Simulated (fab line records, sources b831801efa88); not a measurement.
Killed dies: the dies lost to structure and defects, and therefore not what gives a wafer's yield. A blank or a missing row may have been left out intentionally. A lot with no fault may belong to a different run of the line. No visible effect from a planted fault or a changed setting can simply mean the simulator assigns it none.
Which tool is to blame? / flow sfq-line / 14 lots, 42 wafers sampled, at 2 steps of a route of 325

WHAT THE GAUGES READ, wafer by wafer
No reading from a measuring or inspecting step in the record can be judged against a usual standard deviation.

WHICH TOOL RAN EACH LOT (tool, then ch and the chambers of the sampled wafers, then the start)
lot=L422; SFQ_TRILAYER_I7_VIA_LITHO_COAT_192=litho-track-02 ch 0, day 80 12:41; SFQ_TRILAYER_I7_VIA_BARC_OPEN_VIA_ETCH_260=rie-diel-03 ch 0,2,3, day 80 14:53
lot=L423; SFQ_TRILAYER_I7_VIA_LITHO_COAT_192=litho-track-02 ch 0, day 80 15:38; SFQ_TRILAYER_I7_VIA_BARC_OPEN_VIA_ETCH_260=rie-diel-01 ch 0,3, day 80 17:53
lot=L425; SFQ_TRILAYER_I7_VIA_LITHO_COAT_192=litho-track-04 ch 0, day 81 09:52; SFQ_TRILAYER_I7_VIA_BARC_OPEN_VIA_ETCH_260=rie-diel-03 ch 0,1,2, day 85 18:46
lot=L426; SFQ_TRILAYER_I7_VIA_LITHO_COAT_192=litho-track-04 ch 0, day 81 12:11; SFQ_TRILAYER_I7_VIA_BARC_OPEN_VIA_ETCH_260=rie-diel-01 ch 0,1,3, day 85 21:10
lot=L427; SFQ_TRILAYER_I7_VIA_LITHO_COAT_192=litho-track-04 ch 0, day 81 13:55; SFQ_TRILAYER_I7_VIA_BARC_OPEN_VIA_ETCH_260=rie-diel-02 ch 1,2,3, day 86 00:46
lot=L428; SFQ_TRILAYER_I7_VIA_LITHO_COAT_192=litho-track-03 ch 0, day 81 18:46; SFQ_TRILAYER_I7_VIA_BARC_OPEN_VIA_ETCH_260=rie-diel-03 ch 0,3, day 86 04:22
lot=L429; SFQ_TRILAYER_I7_VIA_LITHO_COAT_192=litho-track-04 ch 0, day 82 02:43; SFQ_TRILAYER_I7_VIA_BARC_OPEN_VIA_ETCH_260=rie-diel-03 ch 0,1,2, day 86 12:46
lot=L430; SFQ_TRILAYER_I7_VIA_LITHO_COAT_192=litho-track-03 ch 0, day 83 11:54; SFQ_TRILAYER_I7_VIA_BARC_OPEN_VIA_ETCH_260=rie-diel-03 ch 1,2,3, day 87 11:25
lot=L431; SFQ_TRILAYER_I7_VIA_LITHO_COAT_192=litho-track-02 ch 0, day 83 20:51; SFQ_TRILAYER_I7_VIA_BARC_OPEN_VIA_ETCH_260=rie-diel-01 ch 1,2,3, day 87 19:49
lot=L434; SFQ_TRILAYER_I7_VIA_LITHO_COAT_192=litho-track-03 ch 0, day 85 02:51; SFQ_TRILAYER_I7_VIA_BARC_OPEN_VIA_ETCH_260=rie-diel-01 ch 0,3, day 88 18:37
lot=L435; SFQ_TRILAYER_I7_VIA_LITHO_COAT_192=litho-track-03 ch 0, day 85 05:51; SFQ_TRILAYER_I7_VIA_BARC_OPEN_VIA_ETCH_260=rie-diel-03 ch 0,2, day 88 21:01
lot=L440; SFQ_TRILAYER_I7_VIA_LITHO_COAT_192=litho-track-02 ch 0, day 87 03:04; SFQ_TRILAYER_I7_VIA_BARC_OPEN_VIA_ETCH_260=rie-diel-01 ch 1,3, day 90 14:22
lot=L441; SFQ_TRILAYER_I7_VIA_LITHO_COAT_192=litho-track-02 ch 0, day 87 06:01; SFQ_TRILAYER_I7_VIA_BARC_OPEN_VIA_ETCH_260=rie-diel-02 ch 0,2, day 90 19:10
lot=L445; SFQ_TRILAYER_I7_VIA_LITHO_COAT_192=litho-track-04 ch 0, day 88 05:59; SFQ_TRILAYER_I7_VIA_BARC_OPEN_VIA_ETCH_260=rie-diel-01 ch 1,2,3, day 91 14:22
- SFQ_TRILAYER_I7_VIA_LITHO_COAT_192: resist thk 62 nm.
- SFQ_TRILAYER_I7_VIA_BARC_OPEN_VIA_ETCH_260: etches BARC in O2, target depth 125 nm, time 41.7 s.

AS READ BY THE TOOLS THEMSELVES (means over the sampled wafers that have a number; for cases with no such wafer, the mark the record gives instead)
SFQ_TRILAYER_I7_VIA_BARC_OPEN_VIA_ETCH_260.
lot=L422; tool=rie-diel-03; drypump-motor-current-A (A)=5.7; oes-product-au (a.u.)=0.680
lot=L423; tool=rie-diel-01; drypump-motor-current-A (A)=5.7; oes-product-au (a.u.)=0.686
lot=L425; tool=rie-diel-03; drypump-motor-current-A (A)=5.6; oes-product-au (a.u.)=0.683
lot=L426; tool=rie-diel-01; drypump-motor-current-A (A)=5.7; oes-product-au (a.u.)=0.684
lot=L427; tool=rie-diel-02; drypump-motor-current-A (A)=5.8; oes-product-au (a.u.)=0.683
lot=L428; tool=rie-diel-03; drypump-motor-current-A (A)=5.5; oes-product-au (a.u.)=0.688
lot=L429; tool=rie-diel-03; drypump-motor-current-A (A)=5.6; oes-product-au (a.u.)=0.681
lot=L430; tool=rie-diel-03; drypump-motor-current-A (A)=5.8; oes-product-au (a.u.)=0.687
lot=L431; tool=rie-diel-01; drypump-motor-current-A (A)=6.0; oes-product-au (a.u.)=0.689
lot=L434; tool=rie-diel-01; drypump-motor-current-A (A)=5.6; oes-product-au (a.u.)=0.685
lot=L435; tool=rie-diel-03; drypump-motor-current-A (A)=5.6; oes-product-au (a.u.)=0.686
lot=L440; tool=rie-diel-01; drypump-motor-current-A (A)=5.8; oes-product-au (a.u.)=0.672
lot=L441; tool=rie-diel-02; drypump-motor-current-A (A)=5.4; oes-product-au (a.u.)=0.667
lot=L445; tool=rie-diel-01; drypump-motor-current-A (A)=6.0; oes-product-au (a.u.)=0.690

THE ANSWER, worked out from the rows above alone
Rule: the usual values come from the lots themselves. Put in order of their means at a reading, lots are off if they are a third of the lots or fewer, leave a main group of 4 or more, and stand apart from it by a gap of 3 or more times the standard deviation of the main group's means; of several such gaps the widest counts. The tables above print the reading to a certain number of digits; a main group whose means all agree to those digits is not used. A lot without any number at a reading at which 4 lots or more have one is off too. Any other lot the step has rows for is counted as sound. Order of review: gauges by route order, followed by the tools' own readings, for which a lot's mean as printed above is used. At the first step where some lot is off, the reading lying furthest off is the one used; lots without a number count as furthest.
None of the lots is off at any reading shown; this tells nothing.

WHAT THE SIMULATOR PUT IN
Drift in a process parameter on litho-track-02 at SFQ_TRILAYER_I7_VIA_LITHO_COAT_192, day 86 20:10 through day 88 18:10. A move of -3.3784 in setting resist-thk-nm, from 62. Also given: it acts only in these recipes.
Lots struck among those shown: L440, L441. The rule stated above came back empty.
